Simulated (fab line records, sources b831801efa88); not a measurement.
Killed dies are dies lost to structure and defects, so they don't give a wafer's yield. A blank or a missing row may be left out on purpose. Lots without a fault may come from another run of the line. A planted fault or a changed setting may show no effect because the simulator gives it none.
fab line records | flow sky130 | part 2 of 2: steps 35 to 42 of 42
record lots=5 wafers=15 last_day=50
route steps=708 shown GATE_OXIDE@196 POLY_GATE@204 RES_PROTECT@206 LDD_N@237
lots that met no fault: from a run of the same line without faults
start_h: hours from the record's first day to the start of the lot's first wafer shown | wait_h: hours since the lot's step before | " the same as in the row above | L1.1+2: a row that stands for several wafers | - no value, or no start given | * or withheld: withheld | < > ~ a bound
route shown NAME@n: a module of which the file shows steps, and the number in the route of the first | usual: mean/standard deviation of fault-free wafers | same: alike in all rows | chamber/n: place in a boat | sites: the reading at each site | _std_site: their standard deviation | _edge_site: outer sites' mean less inner sites' | radius_mm: how far each site lies from the wafer's centre | mask NAME#n: copy n | behind: the tool/chamber that last shaped the wafer | hold: why the lot was held/for how many hours/how that ended | device: the transistor (n, p or np) that didn't switch | end of line: the same wafers' tests at the end of the route | a step without rows: its recipe alone | killed: dies lost to structure and defects at the first sort, not the wafer's yield | map: a wafer's dies, x killed, . not, _ none there
set.NAME: the setting as run; set.NAME@STEP: as run at that earlier step | model.NAME: the simulator's own value behind a step, which no gauge read
lots at some steps of the route; a table a step, a row a wafer
services: from which hour (start_h, from the record's first day; less than 0 if before it) a tool's chamber was out of use, for how many hours, and why
## steps
# step SKY_POLY_GATE_ETCH_16
# recipe stop_on=poly-Si chemistry=CH3F/O2 target=Si3N4 source_w=400 bias_w=80 pressure_mtorr=25 ch3f_flow_sccm=40 O2_flow_sccm=30 time_s=147.5 target_depth_a=750
# usual drypump_motor_current_A=5.8/0.36 oes_product_au=0.639/0.0052 throttle_valve_pct=10.535/0.009
# columns lot.wafer tool chamber start_h wait_h drypump_motor_current_A oes_product_au rf_hours_counter_h throttle_valve_pct
L077.2 rie_diel-03 2 384.77 0.0 5.5 0.639 73 10.533
L077.3 " 3 " " 6.3 0.644 3 10.540
L077.4 " 0 " " 5.9 0.633 11 10.538
L079.2 rie_diel-02 2 400.12 0.0 6.3 0.639 56 10.529
L079.3 " 3 " " 6.0 0.635 2 10.534
L079.5 " 1 " " 5.5 0.646 - 10.524
L088.3 rie_diel-02 0 474.32 0.0 5.3 0.638 7 10.533
L088.4 " 1 " " 5.5 0.632 50 10.534
L088.6 " 3 " " 6.0 0.641 - 10.533
L091.2 rie_diel-03 0 503.71 0.0 5.8 0.637 14 10.539
L091.3 " 3 " " 6.3 0.632 6 10.514
L091.4 " 2 " " 5.6 0.647 75 10.543
L097.1 rie_diel-03 3 553.87 0.0 6.3 0.644 7 10.528
L097.4 " 1 " " 5.3 0.637 11 10.542
L097.6 " 2 " " 5.5 0.644 - 10.537
# step SKY_POLY_GATE_ETCH_17
# recipe target_depth_nm=180 stop_on=SiO2 over_etch_frac=0.56667 chemistry=HBr/Cl2 target=poly-Si icp_w=400 bias_w=100 pressure_mtorr=10 HBr_flow_sccm=150 Cl2_flow_sccm=50 time_s=70.5
# usual drypump_motor_current_A=5.7/0.45 oes_product_au=0.985/0.0079 throttle_valve_pct=33.684/0.0089
# columns lot.wafer tool chamber start_h wait_h drypump_motor_current_A oes_product_au rf_hours_counter_h throttle_valve_pct
L077.2 rie_si-02 0 384.87 0.0 5.4 0.977 2 33.685
L077.3 " 3 " " 5.7 0.986 1 33.694
L077.4 " 2 " " 6.5 0.984 1 33.668
L079.2 rie_si-01 1 400.22 0.0 5.9 0.988 2 33.690
L079.3 " 3 " " 5.3 0.984 43 33.679
L079.5 " 2 " " 5.2 0.989 - 33.709
L088.3 rie_si-01 2 474.42 0.0 5.2 0.995 6 33.680
L088.4 " 3 " " 5.3 1.000 44 33.689
L088.6 " 2 " " 5.2 0.985 - 33.689
L091.2 rie_si-02 3 503.81 0.0 5.7 0.987 2 33.686
L091.3 " 2 " " 6.5 0.981 2 33.687
L091.4 " 3 " " 5.7 0.979 - 33.675
L097.1 rie_si-02 2 553.97 0.0 6.5 0.991 2 33.685
L097.4 " 3 " " 5.7 0.989 2 33.686
L097.6 " 0 " " 5.4 0.991 - 33.688
# step SKY_POLY_GATE_STRIP_18
# recipe chemistry=O2/N2 power_w=1400 pressure_mtorr=1500 platen_temp_c=withheld o2_flow_sccm=3000 n2_flow_sccm=300 overash_fraction=0.5
# usual drypump_motor_current_A=5.7/0.48 n2_flow_sccm=300.0/0.88 oes_product_au=0.361/0.0046 strip_time_to_endpoint_s=3.17/0.04
# columns lot.wafer tool chamber start_h wait_h drypump_motor_current_A n2_flow_sccm oes_product_au rf_hours_counter_h strip_time_to_endpoint_s
L077.2 plasma_asher-01 1 384.92 0.0 5.0 300.3 0.366 64 3.16
L077.3 " 0 " " 6.4 299.7 0.350 - 3.20
L077.4 " 1 " " 5.0 300.9 0.362 - 3.14
L079.2 plasma_asher-03 1 400.27 0.0 5.7 300.9 0.361 28 3.14
L079.3 " 1 " " 5.7 300.7 0.357 - 3.17
L079.5 " 0 " " 5.8 299.0 0.365 - 3.13
L088.3 plasma_asher-01 0 474.51 0.1 6.4 300.6 0.357 - 3.22
L088.4 " 1 " " 5.0 300.3 0.360 - 3.14
L088.6 " 0 " " 6.4 300.1 0.363 - 3.20
L091.2 plasma_asher-03 0 503.86 0.0 5.8 299.4 0.359 39 3.11
L091.3 " 1 " " 5.7 299.6 0.357 - 3.20
L091.4 " 0 " " 5.8 300.3 0.361 - 3.11
L097.1 plasma_asher-01 1 554.02 0.0 5.0 301.7 0.364 82 3.20
L097.4 " 1 " " 5.0 302.4 0.365 - 3.15
L097.6 " 0 " " 6.4 299.4 0.359 - 3.16
# step SKY_POLY_GATE_CLEAN_19
# recipe chemistry=SC1/SC2 mix=1:4:20 temp_c=70 time_s=150 dry=n2_spin
# columns lot.wafer tool chamber start_h wait_h
L077.2+3+4 wet_bench-02 2 385.02 0.1
L079.2+3+5 wet_bench-02 2 400.37 0.1
L088.3+4+6 wet_bench-04 3 474.57 0.0
L091.2+3+4 wet_bench-04 1 503.96 0.1
L097.1+4+6 wet_bench-04 2 554.12 0.1
# step SKY_POLY_GATE_OXIDATION_20
# recipe temp_c=850 ambient=O2 stabilise_s=600 purge_s=300 target_thk_a=40 ox_time_s=899
# usual tube_center_temp_C=850/0.079
# columns lot.wafer tool chamber start_h wait_h tube_center_temp_C
L077.2 furnace-01 0 385.07 0.0 850.01
L077.3 " 0 " " 850.09
L077.4 " 0 " " 850.02
L079.2 furnace-01 0 401.63 1.2 850.05
L079.3 " 0 " " 849.92
L079.5 " 0 " " 849.92
L088.3 furnace-02 0 474.62 0.0 849.94
L088.4 " 0 " " 850.06
L088.6 " 0 " " 850.05
L091.2 furnace-01 0 505.33 1.3 849.94
L091.3 " 0 " " 850.04
L091.4 " 0 " " 849.93
L097.1 furnace-01 0 554.18 0.0 849.83
L097.4 " 0 " " 849.99
L097.6 " 0 " " 850.05
# step SKY_POLY_GATE_THK_MEAS_21
# recipe reads=SiO2_of_POLY_GATE_OXIDATION_20
# usual POLY_GATE_OXIDATION_THK=4.00/0.067
# columns lot.wafer tool chamber start_h wait_h POLY_GATE_OXIDATION_THK[nm]
L077.2 film_metro-03 - 386.33 0.0 3.99
L077.3 " - " " 3.94
L077.4 " - " " 3.94
L079.2 film_metro-03 - 402.89 0.0 4.08
L079.3 " - " " 4.04
L079.5 " - " " 4.06
L088.3 film_metro-04 - 475.89 0.0 3.93
L088.4 " - " " 3.97
L088.6 " - " " 4.03
L091.2 film_metro-02 - 506.59 0.0 3.94
L091.3 " - " " 3.89
L091.4 " - " " 3.92
L097.1 film_metro-02 - 555.43 0.0 4.14
L097.4 " - " " 4.14
L097.6 " - " " 4.07
# step SKY_POLY_GATE_CD_MEAS_22
# usual cd_nm=150.4/1.8
# columns lot.wafer tool chamber start_h wait_h cd_nm
L077.2 cd_sem-02 - 386.41 0.1 145.3
L077.3 " - " " 146.6
L077.4 " - " " 148.1
L079.2 cd_sem-01 - 402.97 0.1 150.3
L079.3 " - " " 152.6
L079.5 " - " " 151.4
L088.3 cd_sem-01 - 475.99 0.1 151.2
L088.4 " - " " 150.3
L088.6 " - " " 150.8
L091.2 cd_sem-02 - 506.66 0.1 149.8
L091.3 " - " " 151.0
L091.4 " - " " 148.2
L097.1 cd_sem-01 - 555.49 0.1 151.1
L097.4 " - " " 152.2
L097.6 " - " " 149.8
# step SKY_LDD_N_DEHYDRATE_00
# recipe temp_c=200 time_s=60
# columns lot.wafer tool chamber start_h wait_h
L077.2+3+4 litho_track-03 0 400.04 13.6
L079.2+3+5 litho_track-03 0 417.59 14.6
L088.3+4+6 litho_track-02 0 490.67 14.7
L091.2+3+4 litho_track-02 0 520.44 13.8
L097.1+4+6 litho_track-02 0 570.42 14.9
## services
# columns tool chamber start_h hours kind
implanter-01 - 355.08 3.9 repair
rie_diel-02 - 360.23 2.8 pm
lpcvd-01 - 363.75 2.8 pm
rie_diel-03 - 365.56 0.2 repair
implanter-01 - 377.12 2.4 repair
iline_stepper-01 - 391.35 8.9 pm
rie_diel-03 1 395.59 8.7 repair
wet_bench-04 - 400.15 7.5 repair
iline_stepper-01 - 400.24 1.7 pm
furnace-01 - 414.94 3.3 pm
iline_stepper-01 - 442.15 4.4 pm
rie_diel-03 3 445.46 8.0 repair
iline_stepper-01 - 447.29 0.6 repair
plasma_asher-01 - 447.50 4.0 repair
wet_bench-03 - 451.27 3.9 repair
lpcvd-01 - 461.86 0.4 repair
wet_bench-03 - 471.56 1.8 repair
lpcvd-01 - 471.90 14.6 pm
lpcvd-02 - 480.49 17.2 pm
wet_bench-02 - 495.22 19.8 repair
lpcvd-02 - 497.69 6.0 pm
furnace-01 - 506.58 5.3 pm
rie_diel-02 0 513.58 12.0 repair
wet_bench-02 - 559.87 36.5 repair
